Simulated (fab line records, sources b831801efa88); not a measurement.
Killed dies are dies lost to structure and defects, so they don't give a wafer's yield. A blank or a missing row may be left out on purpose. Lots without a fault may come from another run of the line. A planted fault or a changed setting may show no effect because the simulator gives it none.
Which tool did it? | flow sky130 | 6 lots, 18 wafers sampled, at 1 step of a route of 708

WHAT THE GAUGES READ, wafer by wafer
SKY_CAP2M_THK_MEAS_01.
lot  | measured     | on            | CAP2M_CVD_00_THK (nm)
L747 | day 40 00:34 | film_metro-01 | 15.65 15.78 15.80
L753 | day 41 23:28 | film_metro-01 | 15.21 15.47 15.44
L756 | day 42 19:56 | film_metro-01 | 15.10 15.14 15.40
L758 | day 43 08:08 | film_metro-03 | 15.31 15.52 15.68
L766 | day 45 09:36 | film_metro-01 | 15.37 15.56 15.84
L768 | day 45 14:51 | film_metro-03 | 15.18 15.14 15.19

WHICH TOOL RAN EACH LOT (tool, then ch and the chambers of the sampled wafers, then the start)
The record holds no process step before these readings.

THE ANSWER, worked out from the rows above alone
Rule: what is usual is taken from the lots themselves. Put in order of their means at a reading, lots are off if they are a third of the lots or fewer, leave a main group of 4 or more, and stand apart from it by a gap of 3 or more times the standard deviation of the main group's means; of several such gaps the widest counts. A main group whose means are all the same, to the digits that the tables above print for the reading, isn't used. A lot without any number at a reading at which 4 lots or more have one is off too. The other lots that the step has rows for count as sound.
No lot is off at any reading shown: from this, nothing can be told.

WHAT THE SIMULATOR HAD PUT IN
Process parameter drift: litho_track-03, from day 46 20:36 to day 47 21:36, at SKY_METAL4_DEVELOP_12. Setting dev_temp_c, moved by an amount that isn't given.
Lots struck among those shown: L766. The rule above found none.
